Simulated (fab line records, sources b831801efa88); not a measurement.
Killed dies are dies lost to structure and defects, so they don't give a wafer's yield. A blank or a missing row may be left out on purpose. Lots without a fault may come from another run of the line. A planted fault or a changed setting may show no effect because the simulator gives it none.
fab line records | flow sky130
record lots=13 wafers=39 last_day=50
route steps=708 shown FIELD_ISO@18 NWELL@63 PAD_OPEN@708
lots that met no fault: from a run of the same line without faults
start_h: hours from the record's first day to the start of the lot's first wafer shown | wait_h: hours since the lot's step before | " the same as in the row above | L1.1+2: a row that stands for several wafers | - no value, or no start given | * or withheld: withheld | < > ~ a bound
route shown NAME@n: a module of which the file shows steps, and the number in the route of the first | usual: mean/standard deviation of fault-free wafers | same: alike in all rows | chamber/n: place in a boat | sites: the reading at each site | _std_site: their standard deviation | _edge_site: outer sites' mean less inner sites' | radius_mm: how far each site lies from the wafer's centre | mask NAME#n: copy n | behind: the tool/chamber that last shaped the wafer | hold: why the lot was held/for how many hours/how that ended | device: the transistor (n, p or np) that didn't switch | end of line: the same wafers' tests at the end of the route | a step without rows: its recipe alone | killed: dies lost to structure and defects at the first sort, not the wafer's yield | map: a wafer's dies, x killed, . not, _ none there
set.NAME: the setting as run; set.NAME@STEP: as run at that earlier step | model.NAME: the simulator's own value behind a step, which no gauge read
steps of the route over a sample of lots; a table a step, a row a wafer
services: from which hour (start_h, from the record's first day; less than 0 if before it) a tool's chamber was out of use, for how many hours, and why
## steps
# step SKY_FIELD_ISO_ETCH_17
# recipe target_depth_a=3420 mask_material=Si3N4 chemistry=HBr/Cl2/O2 target=Si taper_deg=5 icp_w=600 bias_w=150 pressure_mtorr=15 HBr_flow_sccm=150 Cl2_flow_sccm=40 O2_flow_sccm=6 time_s=97.7
# usual drypump_motor_current_A=5.8/0.69 oes_product_au=0.998/0.017 run_length_s=125.9/0.38 throttle_valve_pct=25.657/0.014
# columns lot.wafer tool chamber start_h wait_h drypump_motor_current_A oes_product_au rf_hours_counter_h run_length_s throttle_valve_pct
L320.2 rie_si-01 2 32.22 0.1 5.6 0.989 1 126.2 25.645
L320.3 " 3 " " 6.1 1.016 40 125.7 25.649
L320.5 " 0 " " 5.9 1.001 - 125.4 25.650
L321.1 rie_si-01 1 36.10 0.1 6.8 1.030 8 126.5 25.649
L321.4 " 2 " " 5.6 0.989 1 126.0 25.671
L321.5 " 0 " " 5.9 1.009 - 126.1 25.649
L322.1 rie_si-02 1 42.77 0.1 4.9 0.988 106 126.3 25.667
L322.4 " 3 " " 6.3 0.971 66 125.2 25.691
L322.6 " 0 " " 6.2 0.986 - 125.9 25.649
L323.3 rie_si-02 2 49.04 0.0 4.8 1.003 66 126.3 25.645
L323.4 " 0 " " 6.2 0.986 2 126.1 25.663
L323.5 " 1 " " 4.9 0.997 - 126.3 25.672
L325.1 rie_si-02 2 59.84 0.1 4.8 1.007 66 125.9 25.663
L325.2 " 1 " " 4.9 0.982 106 125.6 25.663
L325.6 " 3 " " 6.3 0.977 - 125.2 25.691
L326.1 rie_si-01 1 67.02 0.1 6.8 1.010 8 127.1 25.652
L326.3 " 2 " " 5.6 0.973 2 126.0 25.675
L326.4 " 0 " " 5.9 0.993 104 125.8 25.662
L328.1 rie_si-01 3 71.89 0.1 6.0 1.019 40 125.5 25.646
L328.4 " 2 " " 5.6 0.998 2 126.4 25.664
L328.5 " 0 " " 5.9 1.022 - 125.6 25.649
L327.2 rie_si-02 2 72.24 0.1 4.8 1.017 66 125.8 25.640
L327.3 " 3 " " 6.2 0.988 66 125.3 25.662
L327.5 " 0 " " 6.2 1.001 - 125.5 25.645
L333.2 rie_si-01 0 96.84 0.1 5.9 1.002 105 118.1 25.664
L333.4 " 3 " " 6.1 1.006 40 117.8 25.651
L333.5 " 1 " " 6.9 1.013 - 126.6 25.629
L335.1 rie_si-02 2 106.49 0.1 4.8 1.001 66 125.8 25.656
L335.3 " 3 " " 6.2 0.965 67 125.7 25.673
L335.5 " 3 " " 6.3 0.972 - 125.9 25.664
L338.2 rie_si-02 1 122.59 0.1 4.9 0.985 107 126.0 25.655
L338.5 " 1 " " 4.9 0.985 - 126.2 25.674
L338.6 " 2 " " 4.8 0.998 - 126.0 25.664
L340.2 rie_si-02 2 133.04 0.1 4.8 0.999 66 126.0 25.654
L340.5 " 2 " " 4.8 1.010 - 126.1 25.655
L340.6 " 1 " " 4.9 0.977 - 125.7 25.669
L343.1 rie_si-02 0 149.39 0.1 6.2 0.999 3 125.6 25.647
L343.3 " 1 " " 4.9 0.992 107 125.7 25.670
L343.5 " 2 " " 4.8 1.012 - 125.9 25.646
# step SKY_NWELL_OVL_MEAS_10
# usual NWELL_00_OVL=-0.6/1.3
# columns lot.wafer tool chamber start_h wait_h NWELL_00_OVL[nm]
L320.2 overlay-02 - 85.61 - -1.5
L320.3 " - " " -0.8
L320.5 " - " " -1.1
L321.1 overlay-01 - 92.82 - 1.1
L321.4 " - " " -1.2
L321.5 " - " " -1.8
L322.1 overlay-01 - 101.20 - -1.6
L322.4 " - " " -1.9
L322.6 " - " " -0.5
L323.3 overlay-02 - 111.01 - -2.1
L323.4 " - " " -2.3
L323.5 " - " " -2.0
L325.1 overlay-02 - 124.67 - -0.1
L325.2 " - " " -3.2
L325.6 " - " " -1.1
L326.1 overlay-02 - 128.47 - -0.5
L326.3 " - " " -0.7
L326.4 " - " " -0.8
L328.1 overlay-01 - 133.10 - -1.5
L328.4 " - " " -1.1
L328.5 " - " " -1.6
L327.2 overlay-01 - 133.46 - 0.2
L327.3 " - " " -0.7
L327.5 " - " " -1.0
L333.2 overlay-02 - 158.38 - 1.4
L333.4 " - " " -1.0
L333.5 " - " " -1.3
L335.1 overlay-01 - 167.42 - -2.6
L335.3 " - " " -0.4
L335.5 " - " " -2.5
L338.2 overlay-01 - 187.92 - 0.7
L338.5 " - " " -0.9
L338.6 " - " " 0.3
L340.2 overlay-01 - 201.36 - -1.7
L340.5 " - " " -2.5
L340.6 " - " " -2.7
L343.1 overlay-02 - 217.12 - -1.6
L343.3 " - " " 1.9
L343.5 " - " " -1.1
# step SKY_NWELL_STRIP_14
# recipe chemistry=O2/N2 power_w=1400 pressure_mtorr=1500 platen_temp_c=withheld o2_flow_sccm=3000 n2_flow_sccm=300 overash_fraction=0.5
# usual drypump_motor_current_A=5.7/0.48 oes_product_au=0.722/0.0045 strip_time_to_endpoint_s=36.93/0.13
# columns lot.wafer tool chamber start_h wait_h drypump_motor_current_A oes_product_au rf_hours_counter_h strip_time_to_endpoint_s
L320.2 plasma_asher-04 0 86.09 0.1 6.7 0.718 29 36.83
L320.3 " 0 " " 6.7 0.723 - 36.83
L320.5 " 0 " " 6.7 0.722 - 36.84
L321.1 plasma_asher-01 0 93.30 0.1 6.0 0.721 42 36.78
L321.4 " 1 " " 5.4 0.722 - 36.80
L321.5 " 1 " " 5.3 0.707 - 36.90
L322.1 plasma_asher-02 1 101.69 0.1 5.7 0.722 43 36.86
L322.4 " 0 " " 5.6 0.727 - 36.88
L322.6 " 1 " " 5.7 0.724 - 36.86
L323.3 plasma_asher-02 0 111.52 0.1 5.7 0.719 - 36.77
L323.4 " 1 " " 5.7 0.725 - 36.74
L323.5 " 1 " " 5.7 0.722 - 36.83
L325.1 plasma_asher-04 1 125.16 0.1 5.0 0.718 33 36.93
L325.2 " 0 " " 6.7 0.724 33 36.92
L325.6 " 1 " " 5.0 0.720 - 36.89
L326.1 plasma_asher-01 1 128.95 0.1 5.3 0.720 1 37.02
L326.3 " 0 " " 6.0 0.722 - 36.94
L326.4 " 1 " " 5.3 0.723 - 36.89
L328.1 plasma_asher-01 0 133.59 0.1 6.0 0.723 2 37.18
L328.4 " 1 " " 5.3 0.725 - 37.18
L328.5 " 1 " " 5.3 0.724 - 37.18
L327.2 plasma_asher-02 1 133.94 0.1 5.7 0.723 46 36.75
L327.3 " 0 " " 5.6 0.731 - 36.80
L327.5 " 0 " " 5.6 0.719 - 36.76
L333.2 plasma_asher-04 0 158.86 0.1 6.6 0.720 34 36.92
L333.4 " 0 " " 6.7 0.723 - 36.96
L333.5 " 1 " " 5.0 0.727 - 36.97
L335.1 plasma_asher-01 0 167.90 0.1 6.0 0.716 6 36.98
L335.3 " 1 " " 5.3 0.718 - 36.90
L335.5 " 0 " " 6.0 0.721 - 36.90
L338.2 plasma_asher-01 0 188.40 0.1 6.0 0.721 8 37.09
L338.5 " 1 " " 5.4 0.713 - 37.04
L338.6 " 0 " " 6.0 0.718 - 37.16
L340.2 plasma_asher-02 1 201.84 0.1 5.7 0.726 52 37.01
L340.5 " 0 " " 5.7 0.729 - 37.02
L340.6 " 1 " " 5.7 0.726 - 37.02
L343.1 plasma_asher-01 0 217.96 0.1 6.0 0.726 11 36.88
L343.3 " 0 " " 6.0 0.720 - 36.83
L343.5 " 1 " " 5.3 0.724 - 36.98
# step SKY_NWELL_OVL_MEAS_23
# usual NWELL_01_OVL=-0.7/1.3
# columns lot.wafer tool chamber start_h wait_h NWELL_01_OVL[nm]
L320.2 overlay-01 - 102.51 - 0.1
L320.3 " - " " -1.8
L320.5 " - " " -0.2
L321.1 overlay-01 - 110.92 - -0.9
L321.4 " - " " 1.8
L321.5 " - " " -0.2
L322.1 overlay-02 - 119.57 - -1.4
L322.4 " - " " -1.4
L322.6 " - " " -1.0
L323.3 overlay-02 - 129.41 - -1.2
L323.4 " - " " -3.1
L323.5 " - " " -3.0
L325.1 overlay-02 - 143.67 - 0.1
L325.2 " - " " -0.3
L325.6 " - " " 1.0
L326.1 overlay-01 - 147.27 - -0.5
L326.3 " - " " 0.8
L326.4 " - " " 0.4
L328.1 overlay-01 - 152.27 - 2.8
L328.4 " - " " 0.1
L328.5 " - " " 1.3
L327.2 overlay-02 - 152.32 - -3.0
L327.3 " - " " -1.9
L327.5 " - " " -0.6
L333.2 overlay-01 - 175.71 - 0.4
L333.4 " - " " 0.9
L333.5 " - " " -1.0
L335.1 overlay-01 - 187.80 - 0.3
L335.3 " - " " 0.5
L335.5 " - " " 0.2
L338.2 overlay-02 - 209.48 - -0.6
L338.5 " - " " -2.2
L338.6 " - " " -0.7
L340.2 overlay-02 - 224.21 - -0.7
L340.5 " - " " -0.2
L340.6 " - " " -2.5
L343.1 overlay-01 - 240.40 - -0.5
L343.3 " - " " 0.2
L343.5 " - " " -1.0
# step SKY_PAD_OPEN_PROBE_99
# usual killed_at_M0_to_M3=42/6.1 killed_at_M4_up=3.3/1.7 killed_at_contacts=25/5.4 killed_at_front_end=16/4.6 killed_at_other=0.4/0.55 killed_dies=87/8.8 killed_open=47/7.1 killed_short=40/5.8
# same gross_dies=492 killed_at_back_side=0
# columns lot.wafer tool chamber start_h wait_h killed_at_M0_to_M3 killed_at_M4_up killed_at_contacts killed_at_front_end killed_at_other killed_dies killed_open killed_short
L325.1 prober-02 - 1112.18 0.1 47 4 30 19 0 100 49 51
L325.2 prober-02 - 1112.23 0.1 44 2 27 11 0 84 50 33
L325.6 prober-02 - 1112.43 0.2 32 3 27 17 1 80 39 41
L333.2 prober-01 - 1142.34 0.1 43 3 27 17 1 91 50 41
L333.4 prober-01 - 1142.44 0.2 36 3 23 13 1 76 38 38
L333.5 prober-01 - 1142.49 0.2 37 3 28 17 0 85 43 42
L338.2 prober-02 - 1162.05 0.1 39 5 17 14 0 75 38 37
L338.5 prober-02 - 1162.20 0.2 44 2 19 14 2 81 47 33
L338.6 prober-02 - 1162.25 0.2 47 2 17 16 1 83 45 35
# killed by level:class
L325.1 VIA1:geometric_particle:short=10 LI_CONTACT:geometric_particle:open=9 VIA1:geometric_particle:open=9 CONTACT:geometric_particle:short=6 LOCAL_INTERCONNECT:geometric_particle:short=5 VIA2:geometric_particle:open=5 FIELD_ISO:geometric_particle:short=4 POLY_GATE:geometric_particle:open=4
L325.2 VIA1:geometric_particle:open=19 LI_CONTACT:geometric_particle:open=7 CONTACT:geometric_particle:short=7 CONTACT:geometric_particle:open=5 METAL3:geometric_particle:short=5 METAL1:geometric_particle:short=4 VIA2:geometric_particle:open=4 FIELD_ISO:geometric_particle:open=3
L325.6 VIA1:geometric_particle:open=9 LOCAL_INTERCONNECT:geometric_particle:short=7 CONTACT:geometric_particle:open=7 FIELD_ISO:geometric_particle:open=6 FIELD_ISO:geometric_particle:short=5 LI_CONTACT:geometric_particle:short=5 CONTACT:geometric_particle:short=5 VIA2:geometric_particle:open=5
L333.2 VIA1:geometric_particle:open=12 VIA3:geometric_particle:open=10 LI_CONTACT:geometric_particle:open=7 POLY_GATE:geometric_particle:short=6 LOCAL_INTERCONNECT:geometric_particle:short=6 CONTACT:geometric_particle:open=6 VIA2:geometric_particle:open=5 FIELD_ISO:geometric_particle:short=4
L333.4 CONTACT:geometric_particle:short=8 VIA1:geometric_particle:open=8 LI_CONTACT:geometric_particle:open=8 METAL1:geometric_particle:short=8 FIELD_ISO:geometric_particle:short=4 CONTACT:geometric_particle:open=4 VIA2:geometric_particle:open=4 VIA3:geometric_particle:open=3
L333.5 VIA1:geometric_particle:open=9 CONTACT:geometric_particle:open=9 LI_CONTACT:geometric_particle:short=6 FIELD_ISO:geometric_particle:short=5 CONTACT:geometric_particle:short=5 VIA2:geometric_particle:open=5 VIA3:geometric_particle:open=5 LI_CONTACT:geometric_particle:open=4
L338.2 METAL1:geometric_particle:short=9 VIA2:geometric_particle:open=7 LI_CONTACT:geometric_particle:open=6 VIA1:geometric_particle:open=6 CONTACT:geometric_particle:open=5 FIELD_ISO:geometric_particle:open=4 VIA3:geometric_particle:short=4 METAL4:geometric_particle:short=4
L338.5 VIA1:geometric_particle:open=9 LI_CONTACT:geometric_particle:open=6 CONTACT:geometric_particle:open=6 METAL2:geometric_particle:short=6 VIA2:geometric_particle:open=6 VIA3:geometric_particle:open=5 FIELD_ISO:geometric_particle:short=4 POLY_GATE:geometric_particle:open=4
L338.6 VIA1:geometric_particle:open=11 METAL1:geometric_particle:short=10 CONTACT:geometric_particle:open=6 VIA3:geometric_particle:open=6 LI_CONTACT:geometric_particle:open=5 POLY_GATE:geometric_particle:open=4 METAL2:geometric_particle:short=4 FIELD_ISO:geometric_particle:short=3
## services
# columns tool chamber start_h hours kind
rie_si-02 3 23.48 3.5 repair
rie_si-02 3 33.90 2.3 repair
plasma_asher-02 - 35.25 2.4 repair
rie_si-02 3 78.82 1.3 repair
plasma_asher-02 - 107.52 0.8 repair
plasma_asher-02 - 108.40 1.6 repair
plasma_asher-01 - 108.82 9.0 pm
plasma_asher-01 0 108.82 9.0 vent_cycle
plasma_asher-01 1 108.82 9.0 vent_cycle
plasma_asher-01 0 117.82 - clean
plasma_asher-01 1 117.82 - clean
rie_si-02 0 130.95 7.3 repair
plasma_asher-04 - 141.15 17.4 repair
plasma_asher-02 - 157.39 2.8 pm
plasma_asher-02 - 162.48 1.5 repair
rie_si-01 - 166.78 22.0 repair
plasma_asher-02 - 171.59 9.2 repair
rie_si-02 1 174.69 2.4 repair
## key
first_sign step=SKY_FIELD_ISO_ETCH_17 reading=run_length_s direction=down sigmas=21 usual=* struck=*
effect none on later readings
met_at SKY_FIELD_ISO_ETCH_17
struck_lots L333
struck_wafers L333.2,L333.4
tester_left_out L333
not_acting_at SKY_NWELL_OVL_MEAS_10,SKY_NWELL_STRIP_14,SKY_NWELL_OVL_MEAS_23
onset_between 71.89 96.84
fault kind=process_parameter_drift tool=rie_si-01 chamber=- onset_h=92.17 steps=SKY_FIELD_ISO_ETCH_17 channel=time_s offset=* shape=step end_h=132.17 scope=struck_wafers_only acts_in=* stated=*
# tester_left_out: of these lots the tester's yield and bins aren't shown, on N5 and GAA mostly nor the transistor test; their killed dies are dies lost to structure and defects alone, not to doping, threshold or leakage, so they don't give the yield
